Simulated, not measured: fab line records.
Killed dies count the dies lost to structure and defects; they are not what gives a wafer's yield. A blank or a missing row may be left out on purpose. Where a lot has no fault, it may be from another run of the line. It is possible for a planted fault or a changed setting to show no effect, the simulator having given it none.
fab line records ; flow gf180mcu
record lots=14; wafers=42; last-day=34
route steps=602 shown V4@493 MIM@522 M5@536
lots with no fault: from the same line, run without faults
start-h: hours from the record's first day to the start of the lot's first wafer shown ; wait-h: how many hours have passed since the lot's step before this one ; " unchanged from the row above ; L1.1+2: several wafers, shown together as one row ; - no value, or no start given ; * or withheld: withheld ; < > ~ a bound
route shown NAME@n: NAME is a module with steps in the file, n the number in the route of the first one ; usual: average and standard deviation across the fault-free wafers ; same: alike in all rows ; chamber/n: place in a boat ; sites: the reading at each site ; _std_site: their standard deviation ; _edge_site: the outer-site mean with the inner-site mean subtracted ; radius-mm: how far each site lies from the wafer's centre ; mask NAME#n: copy n ; behind: the most recent tool/chamber to have shaped the wafer ; hold: reason for holding the lot/hours on hold/outcome of the hold ; device: whichever transistor did not switch (one of n, p or np) ; end of line: tests of these same wafers at the route's end ; a step without rows: its recipe alone ; killed: not the wafer's yield, but the dies lost to structure and defects at the first sort ; map: a wafer's dies, marking killed ones x, the rest . and places with no die _
set.NAME: the setting that was run; set.NAME@STEP: the one run at that earlier step ; model.NAME: the simulator's own value behind a step, which no gauge read
steps of the route over a sample of lots; a table a step, a row a wafer
services: from which hour (start-h, from the record's first day; less than 0 if before it) a tool's chamber was out of use, for how many hours, and why
## steps
# step GF_V4_ETCH_17
# recipe chemistry=C4F8/O2/Ar; mask-material=KrF; target=SiO2; stop-on=TiN; source-w=1500; bias-w=1200; pressure-mtorr=40; c4f8-flow-sccm=withheld; O2_flow_sccm=6; Ar_flow_sccm=300; time-s=withheld; target-depth-a=6300
# usual bias-w=1201/4; chamber-pressure-mTorr=40.00/0.034; oes-product-au=0.855/0.0047
lot.wafer;tool;chamber;start-h;wait-h;bias-w;chamber-pressure-mTorr;oes-product-au
L777.4;rie-diel-02;2;-;-;1204;39.93;0.850
L777.5;rie-diel-02;0;-;-;1201;40.00;0.851
L777.6;rie-diel-02;1;-;-;1206;39.94;0.851
L779.2;rie-diel-01;2;-;-;1194;40.04;0.857
L779.3;rie-diel-01;1;-;-;1201;40.02;0.855
L779.4;rie-diel-01;0;-;-;1203;40.00;0.847
L780.1;rie-diel-03;1;-;-;1196;40.00;0.856
L780.2;rie-diel-03;0;-;-;1201;39.99;0.857
L780.6;rie-diel-03;0;-;-;1203;40.05;0.855
L781.1;rie-diel-02;1;-;-;1203;39.99;0.862
L781.4;rie-diel-02;2;-;-;1202;40.01;0.856
L781.5;rie-diel-02;1;-;-;1198;39.99;0.860
L782.2;rie-diel-02;3;-;-;1204;40.02;0.854
L782.4;rie-diel-02;2;-;-;1199;40.00;0.853
L782.6;rie-diel-02;3;-;-;1199;40.03;0.850
L783.1;rie-diel-01;2;-;-;1196;40.05;0.866
L783.4;rie-diel-01;0;-;-;1202;39.99;0.857
L783.6;rie-diel-01;0;-;-;1197;39.94;0.850
L784.3;rie-diel-03;1;-;-;1197;39.99;0.847
L784.5;rie-diel-03;0;-;-;1206;39.99;0.848
L784.6;rie-diel-03;3;-;-;1201;39.93;0.857
L785.2;rie-diel-02;0;-;-;1199;39.98;0.855
L785.5;rie-diel-02;3;-;-;1205;40.06;0.857
L785.6;rie-diel-02;1;-;-;1201;39.94;0.847
L787.1;rie-diel-03;0;-;-;1197;40.00;0.853
L787.3;rie-diel-03;2;-;-;1208;39.96;0.858
L787.5;rie-diel-03;0;-;-;1204;40.08;0.855
L788.3;rie-diel-01;1;-;-;1198;40.00;0.849
L788.5;rie-diel-01;1;-;-;1196;40.03;0.857
L788.6;rie-diel-01;0;-;-;1202;39.98;0.855
L795.4;rie-diel-02;1;-;-;1202;39.99;0.854
L795.5;rie-diel-02;2;-;-;1198;40.00;0.858
L795.6;rie-diel-02;1;-;-;1202;39.98;0.864
L796.3;rie-diel-03;2;-;-;1201;39.99;0.856
L796.5;rie-diel-03;1;-;-;1201;39.95;0.848
L796.6;rie-diel-03;2;-;-;1196;40.03;0.850
L797.1;rie-diel-03;2;-;-;1201;40.02;0.855
L797.2;rie-diel-03;0;-;-;1194;40.00;0.851
L797.6;rie-diel-03;1;-;-;1203;39.99;0.849
L798.1;rie-diel-03;3;-;-;1207;40.04;0.857
L798.2;rie-diel-03;0;-;-;1197;39.98;0.854
L798.3;rie-diel-03;1;-;-;1201;40.05;0.852
# step GF_MIM_METAL_ETCH_19
# recipe chemistry=Cl2/BCl3; mask-material=NOVOLAK; stop-on=Si3N4; target-depth-nm=324.5; pressure-mtorr=8; icp-w=800; bias-w=140; Cl2_flow_sccm=80; bcl3-flow-sccm=40; time-s=54.1
# usual bcl3-flow-sccm=39.98/0.12; bias-w=140.0/0.45; drypump-motor-current-A=5.8/0.44; oes-product-au=0.940/0.0067; throttle-valve-pct=28.285/0.011
lot.wafer;tool;chamber;start-h;wait-h;bcl3-flow-sccm;bias-w;drypump-motor-current-A;oes-product-au;rf-hours-counter-h;throttle-valve-pct
L777.4;rie-metal-02;0;581.17;0.1;39.95;140.4;6.1;0.945;-;28.283
L777.5;rie-metal-02;1;581.17;0.1;39.95;139.8;5.4;0.953;-;28.266
L777.6;rie-metal-02;0;581.17;0.1;40.01;139.9;6.1;0.950;-;28.285
L779.2;rie-metal-01;0;602.65;0.1;40.19;139.1;5.7;0.938;6.8;28.287
L779.3;rie-metal-01;1;602.65;0.1;40.01;140.5;5.8;0.941;-;28.270
L779.4;rie-metal-01;0;602.65;0.1;40.19;140.1;5.7;0.935;-;28.298
L780.1;rie-metal-03;0;607.14;0.1;39.91;140.2;6.7;0.941;3.1;28.296
L780.2;rie-metal-03;1;607.14;0.1;39.98;140.6;5.4;0.928;4.7;28.295
L780.6;rie-metal-03;0;607.14;0.1;39.79;140.0;6.7;0.928;-;28.298
L781.1;rie-metal-03;1;619.42;0.1;39.82;140.1;5.4;0.934;4.9;28.285
L781.4;rie-metal-03;1;619.42;0.1;40.07;140.5;5.4;0.926;-;28.312
L781.5;rie-metal-03;1;619.42;0.1;39.98;140.0;5.4;0.940;-;28.302
L782.2;rie-metal-01;1;626.25;0.1;40.06;140.6;5.8;0.939;0.0;28.290
L782.4;rie-metal-01;1;626.25;0.1;40.02;140.4;5.8;0.934;-;28.288
L782.6;rie-metal-01;1;626.25;0.1;40.01;139.7;5.8;0.940;-;28.292
L783.1;rie-metal-01;1;629.57;0.1;39.67;139.6;5.8;0.939;0.1;28.276
L783.4;rie-metal-01;0;629.57;0.1;40.07;140.4;5.7;0.946;-;28.290
L783.6;rie-metal-01;1;629.57;0.1;39.95;140.0;5.8;0.946;-;28.296
L784.3;rie-metal-02;0;647.47;0.1;39.61;140.1;6.1;0.927;-;28.286
L784.5;rie-metal-02;1;647.47;0.1;39.78;140.4;5.4;0.939;-;28.303
L784.6;rie-metal-02;0;647.47;0.1;39.86;139.7;6.1;0.926;-;28.283
L785.2;rie-metal-01;1;649.07;0.1;39.94;140.8;5.8;0.951;0.6;28.256
L785.5;rie-metal-01;1;649.07;0.1;39.85;140.7;5.8;0.957;-;28.265
L785.6;rie-metal-01;0;649.07;0.1;39.90;139.5;5.7;0.939;-;28.279
L787.1;rie-metal-03;0;666.77;0.1;-;-;-;-;-;-
L787.3;rie-metal-03;1;666.77;0.1;-;-;-;-;-;-
L787.5;rie-metal-03;1;666.77;0.1;-;-;-;-;-;-
L788.3;rie-metal-02;1;673.45;0.1;-;-;-;-;-;-
L788.5;rie-metal-02;0;673.45;0.1;-;-;-;-;-;-
L788.6;rie-metal-02;1;673.45;0.1;-;-;-;-;-;-
L795.4;rie-metal-02;0;717.70;0.1;40.13;138.4;6.1;0.956;-;28.267
L795.5;rie-metal-02;1;717.70;0.1;40.10;140.9;5.4;0.937;-;28.296
L795.6;rie-metal-02;0;717.70;0.1;39.93;139.1;6.1;0.945;-;28.276
L796.3;rie-metal-03;0;722.02;0.1;40.00;139.5;6.6;0.941;-;28.278
L796.5;rie-metal-03;1;722.02;0.1;40.03;139.6;5.4;0.946;-;28.276
L796.6;rie-metal-03;0;722.02;0.1;40.07;140.2;6.7;0.946;-;28.277
L797.1;rie-metal-02;0;728.24;0.1;40.02;139.2;6.1;0.950;8.0;28.279
L797.2;rie-metal-02;1;728.24;0.1;40.05;139.7;5.4;0.949;5.5;28.285
L797.6;rie-metal-02;0;728.24;0.1;40.06;139.6;6.1;0.944;-;28.278
L798.1;rie-metal-02;1;736.44;0.1;39.97;140.1;5.4;0.936;5.9;28.287
L798.2;rie-metal-02;0;736.44;0.1;39.92;140.2;6.0;0.940;8.5;28.271
L798.3;rie-metal-02;1;736.44;0.1;40.07;140.0;5.4;0.940;-;28.289
# step GF_MIM_STRIP_20
# recipe chemistry=O2/N2; power-w=1400; pressure-mtorr=1500; platen-temp-c=250; o2-flow-sccm=3000; n2-flow-sccm=300; overash-fraction=0.5
# usual drypump-motor-current-A=5.93/0.24; heater-power-w=346/28; oes-product-au=0.692/0.0053; strip-time-to-endpoint-s=11.22/0.048
lot.wafer;tool;chamber;start-h;wait-h;drypump-motor-current-A;heater-power-w;oes-product-au;rf-hours-counter-h;strip-time-to-endpoint-s
L777.4;plasma-asher-03;0;581.25;0.1;5.47;323;0.693;-;11.25
L777.5;plasma-asher-03;0;581.25;0.1;5.47;324;0.691;-;11.23
L777.6;plasma-asher-03;1;581.25;0.1;5.86;334;0.696;-;11.31
L779.2;plasma-asher-02;1;602.72;0.0;5.93;315;0.693;51;11.19
L779.3;plasma-asher-02;1;602.72;0.0;5.98;310;0.696;-;11.27
L779.4;plasma-asher-02;0;602.72;0.0;6.18;376;0.690;-;11.20
L780.1;plasma-asher-04;1;607.21;0.0;5.84;378;0.693;19;11.25
L780.2;plasma-asher-04;0;607.21;0.0;6.17;355;0.684;19;11.24
L780.6;plasma-asher-04;0;607.21;0.0;6.17;360;0.692;-;11.27
L781.1;plasma-asher-03;0;619.49;0.0;5.45;325;0.696;87;11.23
L781.4;plasma-asher-03;0;619.49;0.0;5.43;327;0.685;-;11.22
L781.5;plasma-asher-03;0;619.49;0.0;5.45;320;0.699;-;11.28
L782.2;plasma-asher-03;1;626.32;0.0;5.86;323;0.689;88;11.17
L782.4;plasma-asher-03;0;626.32;0.0;5.44;327;0.686;-;11.16
L782.6;plasma-asher-03;1;626.32;0.0;5.90;332;0.687;-;11.19
L783.1;plasma-asher-04;0;629.64;0.0;6.17;359;0.686;21;11.17
L783.4;plasma-asher-04;0;629.64;0.0;6.18;363;0.692;-;11.17
L783.6;plasma-asher-04;0;629.64;0.0;6.19;358;0.695;-;11.16
L784.3;plasma-asher-02;0;647.55;0.1;6.17;382;0.692;-;11.16
L784.5;plasma-asher-02;1;647.55;0.1;5.94;317;0.689;-;11.11
L784.6;plasma-asher-02;0;647.55;0.1;6.18;378;0.689;-;11.15
L785.2;plasma-asher-04;0;649.14;0.0;6.19;362;0.691;24;11.16
L785.5;plasma-asher-04;1;649.14;0.0;5.83;386;0.684;-;11.16
L785.6;plasma-asher-04;0;649.14;0.0;6.17;365;0.706;-;11.19
L787.1;plasma-asher-04;0;666.84;0.0;6.19;362;0.705;25;12.64
L787.3;plasma-asher-04;0;666.84;0.0;6.17;357;0.720;-;12.59
L787.5;plasma-asher-04;0;666.84;0.0;6.16;358;0.724;-;12.65
L788.3;plasma-asher-02;0;673.53;0.1;6.21;369;0.716;-;12.57
L788.5;plasma-asher-02;1;673.53;0.1;5.93;316;0.716;-;12.59
L788.6;plasma-asher-02;0;673.53;0.1;6.18;377;0.714;-;12.59
L795.4;plasma-asher-02;1;717.78;0.1;5.98;312;0.695;-;11.27
L795.5;plasma-asher-02;0;717.78;0.1;6.21;379;0.693;-;11.20
L795.6;plasma-asher-02;1;717.78;0.1;5.97;310;0.688;-;11.22
L796.3;plasma-asher-02;1;722.10;0.1;5.96;311;0.685;-;11.18
L796.5;plasma-asher-02;1;722.10;0.1;5.97;311;0.693;-;11.23
L796.6;plasma-asher-02;0;722.10;0.1;6.16;372;0.698;-;11.20
L797.1;plasma-asher-02;1;728.31;0.0;5.95;313;0.690;64;11.25
L797.2;plasma-asher-02;0;728.31;0.0;6.18;378;0.682;64;11.28
L797.6;plasma-asher-02;0;728.31;0.0;6.18;366;0.693;-;11.24
L798.1;plasma-asher-03;1;736.51;0.0;5.85;332;0.686;101;11.15
L798.2;plasma-asher-03;0;736.51;0.0;5.47;317;0.692;101;11.24
L798.3;plasma-asher-03;1;736.51;0.0;5.86;328;0.692;-;11.16
# step GF_M5_METAL_ETCH_10
# recipe chemistry=Cl2/BCl3; mask-material=KrF; target-depth-nm=627.5; stop-on=SiO2; pressure-mtorr=8; icp-w=800; bias-w=140; Cl2_flow_sccm=80; bcl3-flow-sccm=40; time-s=104.6
# usual bcl3-flow-sccm=39.99/0.11; bias-w=140.0/0.46; drypump-motor-current-A=5.6/0.32; oes-product-au=0.974/0.0059; throttle-valve-pct=28.245/0.01
lot.wafer;tool;chamber;start-h;wait-h;bcl3-flow-sccm;bias-w;drypump-motor-current-A;oes-product-au;rf-hours-counter-h;throttle-valve-pct
L777.4;rie-metal-02;1;602.76;0.0;40.03;140.3;5.4;0.966;-;28.257
L777.5;rie-metal-02;0;602.76;0.0;40.05;139.9;6.1;0.956;-;28.254
L777.6;rie-metal-02;1;602.76;0.0;39.89;139.9;5.4;0.966;-;28.248
L779.2;rie-metal-01;0;623.55;0.0;40.00;140.1;5.7;0.976;-;28.256
L779.3;rie-metal-01;0;623.55;0.0;39.98;140.1;5.7;0.969;-;28.253
L779.4;rie-metal-01;0;623.55;0.0;39.99;140.1;5.7;0.974;-;28.238
L780.1;rie-metal-04;1;628.04;0.0;39.92;139.4;5.0;0.972;0;28.261
L780.2;rie-metal-04;0;628.04;0.0;40.00;139.6;5.4;0.972;2;28.254
L780.6;rie-metal-04;1;628.04;0.0;40.08;140.1;5.0;0.966;-;28.250
L781.1;rie-metal-01;0;640.01;0.0;40.01;140.0;5.7;0.970;9;28.240
L781.4;rie-metal-01;1;640.01;0.0;39.91;139.9;5.8;0.977;-;28.245
L781.5;rie-metal-01;1;640.01;0.0;39.80;139.7;5.8;0.965;-;28.252
L782.2;rie-metal-01;1;646.87;0.0;40.04;140.0;5.8;0.974;0;28.244
L782.4;rie-metal-01;1;646.87;0.0;39.96;139.4;5.8;0.983;-;28.242
L782.6;rie-metal-01;0;646.87;0.0;39.90;140.6;5.7;0.977;-;28.238
L783.1;rie-metal-04;1;649.82;0.0;39.93;140.2;5.0;0.982;1;28.228
L783.4;rie-metal-04;0;649.82;0.0;39.93;139.7;5.4;0.971;-;28.255
L783.6;rie-metal-04;1;649.82;0.0;40.01;140.0;5.0;0.977;-;28.235
L784.3;rie-metal-02;0;668.26;0.0;39.94;140.1;6.1;0.971;-;28.253
L784.5;rie-metal-02;0;668.26;0.0;39.91;140.4;6.1;0.973;-;28.254
L784.6;rie-metal-02;1;668.26;0.0;40.07;139.8;5.4;0.969;-;28.235
L785.2;rie-metal-04;0;668.88;0.0;40.22;140.1;5.4;0.983;3;28.243
L785.5;rie-metal-04;1;668.88;0.0;40.11;140.4;5.0;0.984;-;28.235
L785.6;rie-metal-04;0;668.88;0.0;40.03;140.3;5.3;0.969;-;28.238
L795.4;rie-metal-01;0;736.36;0.0;39.93;139.5;5.7;0.978;-;28.255
L795.5;rie-metal-01;1;736.36;0.0;40.02;140.2;5.8;0.983;-;28.233
L795.6;rie-metal-01;0;736.36;0.0;39.87;139.6;5.7;0.976;-;28.236
L796.3;rie-metal-02;0;739.97;0.0;39.80;140.6;6.1;0.967;-;28.239
L796.5;rie-metal-02;0;739.97;0.0;39.99;140.7;6.1;0.967;-;28.252
L796.6;rie-metal-02;1;739.97;0.0;40.13;139.8;5.4;0.972;-;28.241
L797.1;rie-metal-01;0;745.66;0.0;40.13;140.3;5.7;0.972;13;28.243
L797.2;rie-metal-01;1;745.66;0.0;40.00;139.5;5.8;0.971;4;28.228
L797.6;rie-metal-01;0;745.66;0.0;39.84;139.1;5.7;0.976;-;28.255
L798.1;rie-metal-01;0;753.76;0.0;39.79;140.4;5.7;0.971;13;28.245
L798.2;rie-metal-01;1;753.76;0.0;40.07;140.1;5.8;0.985;5;28.243
L798.3;rie-metal-01;1;753.76;0.0;40.15;140.5;5.8;0.969;-;28.248
# step GF_M5_STRIP_11
# recipe chemistry=O2/N2; power-w=1400; pressure-mtorr=1500; platen-temp-c=250; o2-flow-sccm=3000; n2-flow-sccm=300; overash-fraction=0.5
# usual drypump-motor-current-A=5.9/0.3; heater-power-w=360/25; oes-product-au=0.542/0.0048; strip-time-to-endpoint-s=7.49/0.041
lot.wafer;tool;chamber;start-h;wait-h;drypump-motor-current-A;heater-power-w;oes-product-au;rf-hours-counter-h;strip-time-to-endpoint-s
L777.4;plasma-asher-04;0;602.87;0.1;6.2;354;0.546;-;7.48
L777.5;plasma-asher-04;1;602.87;0.1;5.8;374;0.543;-;7.56
L777.6;plasma-asher-04;0;602.87;0.1;6.2;363;0.544;-;7.51
L779.2;plasma-asher-02;0;623.74;0.1;6.2;386;0.546;53;7.49
L779.3;plasma-asher-02;0;623.74;0.1;6.2;369;0.548;-;7.56
L779.4;plasma-asher-02;1;623.74;0.1;5.9;306;0.543;-;7.52
L780.1;plasma-asher-04;1;628.16;0.1;5.8;391;0.540;21;7.49
L780.2;plasma-asher-04;0;628.16;0.1;6.1;363;0.542;21;7.50
L780.6;plasma-asher-04;0;628.16;0.1;6.2;366;0.541;-;7.52
L781.1;plasma-asher-01;0;640.12;0.1;5.8;370;0.546;97;7.53
L781.4;plasma-asher-01;0;640.12;0.1;5.8;375;0.537;-;7.52
L781.5;plasma-asher-01;1;640.12;0.1;5.3;337;0.548;-;7.48
L782.2;plasma-asher-02;0;646.98;0.1;6.2;376;0.541;56;7.42
L782.4;plasma-asher-02;1;646.98;0.1;6.0;316;0.529;-;7.46
L782.6;plasma-asher-02;0;646.98;0.1;6.2;369;0.541;-;7.47
L783.1;plasma-asher-01;0;649.93;0.1;5.8;364;0.539;98;7.50
L783.4;plasma-asher-01;1;649.93;0.1;5.3;344;0.545;-;7.51
L783.6;plasma-asher-01;0;649.93;0.1;5.8;375;0.539;-;7.49
L784.3;plasma-asher-01;1;668.36;0.1;5.3;340;0.536;-;7.53
L784.5;plasma-asher-01;0;668.36;0.1;5.8;379;0.542;-;7.55
L784.6;plasma-asher-01;1;668.36;0.1;5.3;344;0.528;-;7.45
L785.2;plasma-asher-02;1;668.99;0.1;5.9;313;0.539;58;7.52
L785.5;plasma-asher-02;1;668.99;0.1;5.9;306;0.539;-;7.52
L785.6;plasma-asher-02;0;668.99;0.1;6.2;381;0.541;-;7.50
L795.4;plasma-asher-04;0;736.55;0.2;6.2;357;0.541;-;7.49
L795.5;plasma-asher-04;1;736.55;0.2;5.8;377;0.540;-;7.43
L795.6;plasma-asher-04;0;736.55;0.2;6.2;356;0.539;-;7.45
L796.3;plasma-asher-04;0;740.07;0.1;6.2;356;0.538;-;7.53
L796.5;plasma-asher-04;1;740.07;0.1;5.8;387;0.542;-;7.53
L796.6;plasma-asher-04;0;740.07;0.1;6.2;360;0.537;-;7.51
L797.1;plasma-asher-01;1;745.77;0.1;5.3;332;0.542;0;7.50
L797.2;plasma-asher-01;0;745.77;0.1;5.8;384;0.534;0;7.43
L797.6;plasma-asher-01;0;745.77;0.1;5.8;392;0.542;-;7.48
L798.1;plasma-asher-01;0;753.87;0.1;5.8;396;0.538;1;7.45
L798.2;plasma-asher-01;1;753.87;0.1;5.3;344;0.543;1;7.45
L798.3;plasma-asher-01;0;753.87;0.1;5.8;392;0.544;-;7.43
## services
tool;chamber;start-h;hours;kind
rie-metal-01;-;535.48;3.0;repair
rie-metal-03;1;536.29;6.4;repair
rie-diel-03;3;549.85;8.9;repair
rie-diel-02;2;549.95;2.7;repair
rie-diel-02;3;551.45;3.5;repair
plasma-asher-04;-;576.93;1.4;repair
rie-diel-03;-;579.30;0.4;repair
rie-diel-02;-;588.04;2.8;pm
rie-diel-03;1;630.18;29.2;repair
rie-metal-01;1;631.94;7.4;repair
plasma-asher-01;-;640.25;7.8;repair
rie-diel-02;0;648.75;5.9;repair
plasma-asher-02;-;648.83;1.2;repair
rie-diel-02;1;652.70;8.2;repair
rie-diel-03;-;653.03;14.6;pm
plasma-asher-02;-;658.36;3.0;repair
rie-metal-02;-;670.71;0.3;repair
plasma-asher-02;-;679.94;2.7;repair
plasma-asher-01;-;707.40;1.2;repair
rie-metal-02;-;713.89;2.8;pm
plasma-asher-04;-;730.60;0.4;repair
rie-diel-03;3;731.15;6.2;repair
plasma-asher-01;-;733.75;9.0;pm
plasma-asher-02;-;735.07;2.1;repair
## key
first-sign step=GF_MIM_METAL_ETCH_19; reading=tool-record; direction=missing
effect step=GF_MIM_STRIP_20; reading=strip-time-to-endpoint-s; direction=up; sigmas=29; usual=*; struck=*
met-at GF_MIM_METAL_ETCH_19
struck-lots L787,L788
later-rows-left-out L787.1,L787.3,L787.5,L788.3,L788.5,L788.6
sort-left-out L787.1,L787.3,L787.5,L788.3,L788.5,L788.6
not-acting-at GF_V4_ETCH_17,GF_M5_METAL_ETCH_10,GF_M5_STRIP_11
onset-between 647.47 666.77
fault kind=skipped-step-whole; tool=rie-metal-02,rie-metal-03; chamber=-; onset-h=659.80; steps=GF_MIM_METAL_ETCH_19; scope=struck-lots-only
# sort-left-out: the simulated sort isn't trusted on such a fault, so these wafers' sort isn't shown, and their yield isn't known
# later-rows-left-out: the simulator's readings of these wafers behind a module that went badly wrong aren't trusted and aren't shown, but for the sort
